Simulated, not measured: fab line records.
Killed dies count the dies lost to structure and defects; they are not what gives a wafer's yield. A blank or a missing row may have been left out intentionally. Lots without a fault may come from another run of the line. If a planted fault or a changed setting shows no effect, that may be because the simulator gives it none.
Matching of chambers    flow sky130    cmp-02 running SKY_FIELD_ISO_CMP_27: 4 sister chambers
The step polishes, stops on Si3N4, t overpolish 16 s, target thk 457.8 nm. 4 wafers are shown with their chamber, then 9 later ones without.

== WAFERS WITH THEIR CHAMBER ==
wafer   chamber  motorCurrentA (A)
L276.1  3        11.0
L279.1  1        10.7
L279.2  0        13.5
L279.6  2        12.3

== WAFERS WITHOUT THEIR CHAMBER ==
wafer   motorCurrentA (A)
L288.3  11.2
L288.4  14.2
L288.6  10.8
L289.2  11.6
L289.4  10.6
L289.5  14.3
L292.3  10.7
L292.4  11.2
L292.5  11.1

== WHICH CHAMBER EACH WENT THROUGH ==
wafer   from the rows above           in truth
L288.3  can't be placed: 3 or 1       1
L288.4  0                             0
L288.6  can't be placed: 1 or 3       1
L289.2  can't be placed: 3 or 2 or 1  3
L289.4  can't be placed: 1 or 3       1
L289.5  0                             0
L292.3  can't be placed: 1 or 3       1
L292.4  can't be placed: 3 or 1       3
L292.5  can't be placed: 3 or 1       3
Correctly placed: 2 of 9. Cannot be placed on the basis of these rows: 7; the candidates contain the true chamber in 7. Wrongly placed: 0.
How it was worked out, from the rows above alone: a wafer's distance from a chamber is the root of the sum, over the readings, of the square of ((its reading less the chamber's mean) divided by the reading's scatter). The wafer belongs to the nearest chamber; if the next one is less than 2 further off, it can't be placed. A chamber's mean is the mean of its shown wafers. The scatter (one wafer shown for each chamber): square how far every hidden wafer sits from the nearest shown wafer, average those squares and take the square root.
